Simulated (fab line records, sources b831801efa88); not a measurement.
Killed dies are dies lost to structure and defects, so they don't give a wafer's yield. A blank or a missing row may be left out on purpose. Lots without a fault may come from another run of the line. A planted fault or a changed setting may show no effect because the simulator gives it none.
fab line records | flow sky130
record lots=7 wafers=21 last_day=50
route steps=708 shown VIA3@582
lots that met no fault: from a run of the same line without faults
start_h: hours from the record's first day to the start of the lot's first wafer shown | wait_h: hours since the lot's step before | " the same as in the row above | L1.1+2: a row that stands for several wafers | - no value, or no start given | * or withheld: withheld | < > ~ a bound
route shown NAME@n: a module of which the file shows steps, and the number in the route of the first | usual: mean/standard deviation of fault-free wafers | same: alike in all rows | chamber/n: place in a boat | sites: the reading at each site | _std_site: their standard deviation | _edge_site: outer sites' mean less inner sites' | radius_mm: how far each site lies from the wafer's centre | mask NAME#n: copy n | behind: the tool/chamber that last shaped the wafer | hold: why the lot was held/for how many hours/how that ended | device: the transistor (n, p or np) that didn't switch | end of line: the same wafers' tests at the end of the route | a step without rows: its recipe alone | killed: dies lost to structure and defects at the first sort, not the wafer's yield | map: a wafer's dies, x killed, . not, _ none there
set.NAME: the setting as run; set.NAME@STEP: as run at that earlier step | model.NAME: the simulator's own value behind a step, which no gauge read
lots at some steps of the route; a table a step, a row a wafer
services: from which hour (start_h, from the record's first day; less than 0 if before it) a tool's chamber was out of use, for how many hours, and why
## steps
# step SKY_VIA3_EXPOSE_09
# recipe mask_id=VIM3 na=0.8 source_shape=annular sigma_inner=0.55 sigma_outer=0.85 target_cd_nm=200 dose_mj=38
# step SKY_VIA3_PEB_10
# recipe peb_temp_c=withheld peb_time_s=withheld resist=KrF-thick
# step SKY_VIA3_DEVELOP_11
# recipe develop_time_s=60 resist=KrF-thick dev_temp_c=21
# step SKY_VIA3_CD_MEAS_12
# recipe target_cd_nm=200
# usual cd_nm=199.9/1.5
# columns lot.wafer tool chamber start_h wait_h cd_nm
L961.1 cd_sem-02 - 961.48 - 198.2
L961.5 " - " " 199.0
L961.6 " - " " 199.4
L965.2 cd_sem-01 - 981.00 - 200.9
L965.5 " - " " 199.8
L965.6 " - " " 200.5
L977.1 cd_sem-01 - 1061.16 - 199.3
L977.3 " - " " 199.6
L977.6 " - " " 198.7
L979.1 cd_sem-02 - 1073.13 - 199.0
L979.3 " - " " 199.8
L979.6 " - " " 199.9
L978.1 cd_sem-02 - 1075.96 - 200.9
L978.3 " - " " 201.4
L978.4 " - " " 200.3
L980.1 cd_sem-02 - 1077.68 - 199.7
L980.2 " - " " 200.4
L980.6 " - " " 199.5
L981.2 cd_sem-02 - 1079.18 - 200.3
L981.3 " - " " 201.5
L981.5 " - " " 202.7
# step SKY_VIA3_OVL_MEAS_13
# usual VIA3_OVL=-1/5.1
# columns lot.wafer tool chamber start_h wait_h VIA3_OVL[nm]
L961.1 overlay-02 - 961.60 0.1 -4
L961.5 " - " " 1
L961.6 " - " " -1
L965.2 overlay-01 - 981.11 0.1 10
L965.5 " - " " 6
L965.6 " - " " 10
L977.1 overlay-02 - 1061.28 0.1 6
L977.3 " - " " 6
L977.6 " - " " -4
L979.1 overlay-02 - 1073.25 0.1 9
L979.3 " - " " 6
L979.6 " - " " 3
L978.1 overlay-02 - 1076.08 0.1 -3
L978.3 " - " " -8
L978.4 " - " " -13
L980.1 overlay-02 - 1077.80 0.1 -5
L980.2 " - " " -1
L980.6 " - " " 1
L981.2 overlay-02 - 1079.28 0.1 -5
L981.3 " - " " -3
L981.5 " - " " -4
# step SKY_VIA3_ETCH_14
# recipe chemistry=N2/H2 target=BARC ion_energy_ev=200 source_w=500 bias_w=100 pressure_mtorr=30 n2_flow_sccm=100 h2_flow_sccm=200 stop_on=SiO2 time_s=45.9 target_depth_a=600
# usual drypump_motor_current_A=5.9/0.35 n2_flow_sccm=100.0/0.32 oes_product_au=0.854/0.0047 throttle_valve_pct=13.224/0.0095
# columns lot.wafer tool chamber start_h wait_h drypump_motor_current_A n2_flow_sccm oes_product_au rf_hours_counter_h throttle_valve_pct
L961.1 rie_diel-03 2 961.64 0.0 5.9 100.5 0.853 25 13.217
L961.5 " 3 " " 5.9 100.4 0.854 - 13.231
L961.6 " 0 " " 5.7 99.9 0.850 - 13.221
L965.2 rie_diel-02 0 981.14 0.0 5.3 99.7 0.853 20 13.221
L965.5 " 0 " " 5.3 99.8 0.860 - 13.205
L965.6 " 3 " " 5.9 100.6 0.854 - 13.236
L977.1 rie_diel-02 1 1061.31 0.0 6.3 99.8 0.863 10 13.238
L977.3 " 3 " " 5.9 99.8 0.861 18 13.209
L977.6 " 3 " " 5.9 100.1 0.853 - 13.233
L979.1 rie_diel-01 1 1073.29 0.0 6.0 99.8 0.844 31 13.228
L979.3 " 0 " " 6.0 100.3 0.855 13 13.235
L979.6 " 1 " " 6.0 99.9 0.849 - 13.218
L978.1 rie_diel-03 2 1076.11 0.0 5.9 100.1 0.856 28 13.212
L978.3 " 0 " " 5.7 99.8 0.858 26 13.235
L978.4 " 3 " " 5.9 99.8 0.853 20 13.202
L980.1 rie_diel-02 0 1077.84 0.0 5.3 99.9 0.858 24 13.219
L980.2 " 2 " " 6.5 99.8 0.856 29 13.208
L980.6 " 2 " " 6.5 99.8 0.849 - 13.227
L981.2 rie_diel-02 1 1079.31 0.0 6.4 99.4 0.856 10 13.202
L981.3 " 2 " " 6.5 99.6 0.857 29 13.221
L981.5 " 0 " " 5.2 99.6 0.852 - 13.207
# step SKY_VIA3_ETCH_15
# recipe target=SiO2 chemistry=C4F8/O2/Ar target_depth_nm=507 stop_on=TiN mask_material=KrF-thick source_w=1500 bias_w=1200 pressure_mtorr=40 c4f8_flow_sccm=withheld O2_flow_sccm=6 Ar_flow_sccm=300 time_s=78
# usual oes_product_au=0.945/0.0049
# columns lot.wafer tool chamber start_h wait_h oes_product_au rf_hours_counter_h
L961.1 rie_diel-03 2 961.68 0.0 0.949 25
L961.5 " 3 " " 0.951 -
L961.6 " 0 " " 0.948 -
L965.2 rie_diel-02 0 981.18 0.0 0.949 20
L965.5 " 0 " " 0.947 -
L965.6 " 3 " " 0.942 -
L977.1 rie_diel-02 1 1061.36 0.0 0.941 10
L977.3 " 3 " " 0.940 18
L977.6 " 3 " " 0.947 -
L979.1 rie_diel-01 1 1073.33 0.0 0.950 31
L979.3 " 0 " " 0.945 13
L979.6 " 1 " " 0.942 -
L978.1 rie_diel-03 2 1076.16 0.0 0.946 28
L978.3 " 0 " " 0.936 26
L978.4 " 3 " " 0.939 20
L980.1 rie_diel-02 0 1077.88 0.0 0.944 24
L980.2 " 2 " " 0.952 29
L980.6 " 2 " " 0.951 -
L981.2 rie_diel-02 1 1079.36 0.0 0.941 10
L981.3 " 2 " " 0.950 29
L981.5 " 0 " " 0.952 -
# step SKY_VIA3_STRIP_16
# recipe chemistry=O2/N2 power_w=1400 pressure_mtorr=1500 platen_temp_c=withheld o2_flow_sccm=3000 n2_flow_sccm=300 overash_fraction=0.5
# usual drypump_motor_current_A=5.32/0.15 n2_flow_sccm=300.2/0.89 oes_product_au=0.402/0.0055 strip_time_to_endpoint_s=4.13/0.039
# columns lot.wafer tool chamber start_h wait_h drypump_motor_current_A n2_flow_sccm oes_product_au rf_hours_counter_h strip_time_to_endpoint_s
L961.1 plasma_asher-04 0 961.74 0.0 5.23 300.7 0.400 107 4.16
L961.5 " 0 " " 5.21 301.2 0.412 - 4.13
L961.6 " 1 " " 5.17 301.1 0.400 - 4.17
L965.2 plasma_asher-04 1 981.24 0.0 5.14 300.2 0.393 109 4.12
L965.5 " 0 " " 5.22 300.9 0.397 - 4.08
L965.6 " 1 " " 5.15 299.3 0.405 - 4.10
L977.1 plasma_asher-01 0 1061.42 0.0 5.23 298.6 0.400 62 4.09
L977.3 " 1 " " 5.32 299.0 0.399 - 4.10
L977.6 " 1 " " 5.33 300.4 0.400 - 4.07
L979.1 plasma_asher-04 0 1073.39 0.0 5.22 299.6 0.405 1 4.13
L979.3 " 0 " " 5.21 299.4 0.402 - 4.10
L979.6 " 0 " " 5.20 299.2 0.407 - 4.12
L978.1 plasma_asher-01 1 1076.22 0.0 5.32 300.2 0.409 63 4.17
L978.3 " 0 " " 5.24 301.2 0.404 - 4.23
L978.4 " 1 " " 5.33 299.8 0.402 - 4.18
L980.1 plasma_asher-01 0 1077.94 0.0 5.24 299.4 0.401 63 4.12
L980.2 " 1 " " 5.33 301.0 0.391 63 4.16
L980.6 " 1 " " 5.33 301.0 0.402 - 4.16
L981.2 plasma_asher-02 1 1079.42 0.0 5.37 300.7 0.399 35 4.11
L981.3 " 0 " " 5.72 301.0 0.406 - 4.15
L981.5 " 1 " " 5.37 300.7 0.396 - 4.12
# step SKY_VIA3_STRIP_17
# recipe chemistry=post_etch_residue_remover time_s=1200 temp_c=72.5
# step SKY_VIA3_CLEAN_18
# recipe chemistry=IPA time_s=180 temp_c=25
# step SKY_VIA3_CLEAN_19
# recipe chemistry=O3/DIW dry=n2_spin
# step SKY_VIA3_SPUTTER_20
# recipe material=TiN target_thk_nm=20 chamber_pressure_pa=5 power_w=4000 time_s=80
# usual throttle_valve_pct=29.9/0.99
# columns lot.wafer tool chamber start_h wait_h throttle_valve_pct
L961.1 pvd_sputter-02 - 962.33 0.0 30.9
L961.5 " - " " 31.2
L961.6 " - " " 30.2
L965.2 pvd_sputter-02 - 981.83 0.0 29.6
L965.5 " - " " 29.0
L965.6 " - " " 31.1
L977.1 pvd_sputter-04 - 1062.02 0.0 29.2
L977.3 " - " " 29.3
L977.6 " - " " 29.0
L979.1 pvd_sputter-01 - 1073.98 0.0 31.5
L979.3 " - " " 29.9
L979.6 " - " " 30.0
L978.1 pvd_sputter-02 - 1076.85 0.0 29.7
L978.3 " - " " 30.3
L978.4 " - " " 31.3
L980.1 pvd_sputter-02 - 1078.53 0.0 30.4
L980.2 " - " " 31.0
L980.6 " - " " 28.7
L981.2 pvd_sputter-02 - 1080.05 0.0 28.8
L981.3 " - " " 30.9
L981.5 " - " " 31.0
# step SKY_VIA3_CVD_21
# recipe material=W target_thk_nm=390 time_s=117.31 temp_c=400 pressure_torr=40
# usual chamber_pressure_Torr=39.99/0.087 heater_power_outer_w=491/21 heater_power_w=790/55
# columns lot.wafer tool chamber start_h wait_h chamber_pressure_Torr heater_power_outer_w heater_power_w model.W_of_VIA3_CVD_21.thk_nm
L961.1 cvd_w-01 1 962.39 0.0 40.01 493 803 386
L961.5 " 1 " " 39.88 499 803 378.9
L961.6 " 0 " " 39.94 518 796 397
L965.2 cvd_w-02 0 981.89 0.0 40.08 459 710 392.2
L965.5 " 0 " " 39.94 459 697 395.8
L965.6 " 1 " " 40.01 487 850 382.2
L977.1 cvd_w-02 1 1062.08 0.0 40.16 478 854 385
L977.3 " 0 " " 39.93 460 689 393.6
L977.6 " 0 " " 40.12 466 703 392.2
L979.1 cvd_w-01 1 1074.05 0.0 35.53 510 824 363.7
L979.3 " 1 " " 35.57 510 828 359.3
L979.6 " 1 " " 35.61 508 832 361.4
L978.1 cvd_w-01 1 1076.91 0.0 35.49 496 822 361.9
L978.3 " 1 " " 35.31 511 805 362.7
L978.4 " 0 " " 35.47 513 803 367.3
L980.1 cvd_w-01 1 1078.60 0.0 35.44 508 832 366.6
L980.2 " 0 " " 35.62 513 819 370.2
L980.6 " 1 " " 35.51 494 803 366.7
L981.2 cvd_w-02 0 1080.11 0.0 40.05 469 698 387.9
L981.3 " 1 " " 39.97 491 861 381.2
L981.5 " 1 " " 40.07 480 859 383.9
# step SKY_VIA3_RS_MEAS_22
# recipe thk_meas_gauge=four-point-probe reads=W_of_VIA3_CVD_21+TiN_of_VIA3_SPUTTER_20
# usual VIA3_W_RS=0.295/0.0049
# columns lot.wafer tool chamber start_h wait_h VIA3_W_RS[ohm/sq]
L961.1 film_metro-02 - 962.51 0.1 0.297
L961.5 " - " " 0.303
L961.6 " - " " 0.289
L965.2 film_metro-03 - 982.03 0.1 0.292
L965.5 " - " " 0.289
L965.6 " - " " 0.300
L977.1 film_metro-01 - 1062.21 0.1 0.298
L977.3 " - " " 0.291
L977.6 " - " " 0.293
L979.1 film_metro-03 - 1074.17 0.1 0.315
L979.3 " - " " 0.318
L979.6 " - " " 0.316
L978.1 film_metro-03 - 1077.03 0.1 0.316
L978.3 " - " " 0.315
L978.4 " - " " 0.311
L980.1 film_metro-03 - 1078.72 0.1 0.313
L980.2 " - " " 0.309
L980.6 " - " " 0.313
L981.2 film_metro-02 - 1080.26 0.1 0.295
L981.3 " - " " 0.301
L981.5 " - " " 0.299
# step SKY_VIA3_THK_MEAS_23
# recipe thk_meas_gauge=xrf reads=W_of_VIA3_CVD_21
# usual VIA3_W_THK=410/8
# columns lot.wafer tool chamber start_h wait_h VIA3_W_THK[nm]
L961.1 film_metro-02 - 962.63 0.1 406
L961.5 " - " " 398
L961.6 " - " " 419
L965.2 film_metro-03 - 982.14 0.1 416
L965.5 " - " " 422
L965.6 " - " " 405
L977.1 film_metro-01 - 1062.33 0.1 404
L977.3 " - " " 415
L977.6 " - " " 410
L979.1 film_metro-03 - 1074.29 0.1 384
L979.3 " - " " 381
L979.6 " - " " 380
L978.1 film_metro-03 - 1077.15 0.1 381
L978.3 " - " " 380
L978.4 " - " " 385
L980.1 film_metro-03 - 1078.84 0.1 387
L980.2 " - " " 392
L980.6 " - " " 387
L981.2 film_metro-02 - 1080.37 0.1 406
L981.3 " - " " 396
L981.5 " - " " 401
# step SKY_VIA3_CMP_24
# recipe stop_on=SiO2 t_overpolish_s=20 down_force_psi=3.5 platen_rpm=60 target_thk_nm=0 pad_velocity_m_s=0.94248
# usual motor_current_A=10.9/0.78
# columns lot.wafer tool chamber start_h wait_h motor_current_A
L961.1 cmp-02 0 962.84 0.2 12.1
L961.6 " 1 " " 10.3
L961.5 " 2 " " 10.8
L965.2 cmp-02 1 982.24 0.1 10.7
L965.6 " 0 " " 12.3
L965.5 " 1 " " 10.2
L977.1 cmp-02 3 1062.39 0.1 10.0
L977.3 " 1 " " 10.0
L977.6 " 3 " " 9.7
L979.3 cmp-02 3 1074.35 0.0 10.1
L979.1 " 0 " " 12.6
L979.6 " 0 " " 12.0
L978.1 cmp-01 0 1077.21 0.1 12.2
L978.3 " 2 " " 10.9
L978.4 " 3 " " 11.0
L980.2 cmp-01 3 1078.90 0.0 10.4
L980.1 " 0 " " 11.5
L980.6 " 3 " " 11.1
L981.3 cmp-02 2 1080.47 0.1 10.7
L981.2 " 3 " " 9.7
L981.5 " 1 " " 9.8
## services
# columns tool chamber start_h hours kind
cmp-01 - 940.20 3.5 repair
rie_diel-02 2 942.38 8.4 repair
cmp-02 - 943.21 4.9 repair
rie_diel-01 3 945.28 13.7 repair
cmp-01 - 949.87 6.5 repair
plasma_asher-01 - 961.05 5.9 repair
rie_diel-01 0 962.08 4.7 repair
cmp-02 - 971.95 1.8 repair
plasma_asher-01 - 975.02 0.5 repair
cmp-01 - 994.94 0.4 repair
rie_diel-03 0 995.95 4.9 repair
plasma_asher-02 - 996.57 1.5 repair
pvd_sputter-02 3 1010.31 - consumable_replace:kit
pvd_sputter-02 3 1010.31 18.0 scheduled_down
pvd_sputter-02 3 1010.31 18.0 vent_cycle
cmp-02 - 1017.79 4.6 pm
cmp-01 - 1042.69 2.0 repair
rie_diel-03 - 1048.06 0.2 repair
rie_diel-03 2 1049.44 4.6 repair
cvd_w-02 0 1049.69 12.3 repair
cmp-01 - 1050.80 2.9 repair
plasma_asher-04 - 1055.25 9.0 pm
plasma_asher-01 - 1064.93 1.2 repair
cmp-01 - 1066.33 4.2 pm
## key
first_sign step=SKY_VIA3_CVD_21 reading=chamber_pressure_Torr direction=down sigmas=51 usual=39.99 struck=35.50
effect step=SKY_VIA3_RS_MEAS_22 reading=VIA3_W_RS direction=up sigmas=3.8 usual=0.295 struck=0.314
effect step=SKY_VIA3_THK_MEAS_23 reading=VIA3_W_THK direction=down sigmas=3.3 usual=410 struck=384
model_effect step=SKY_VIA3_CVD_21 value=W_of_VIA3_CVD_21.thk_nm without=387 struck=364.4
met_at SKY_VIA3_CVD_21
struck_wafers L978.1,L978.3,L978.4,L979.1,L979.3,L979.6,L980.1,L980.2,L980.6
onset_between 962.39 1074.05
fault kind=process_parameter_drift tool=cvd_w-01 chamber=- onset_h=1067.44 steps=SKY_VIA3_CVD_21 channel=pressure_torr offset=-4.501 shape=step end_h=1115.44 acts_in=these_recipes_only stated=40
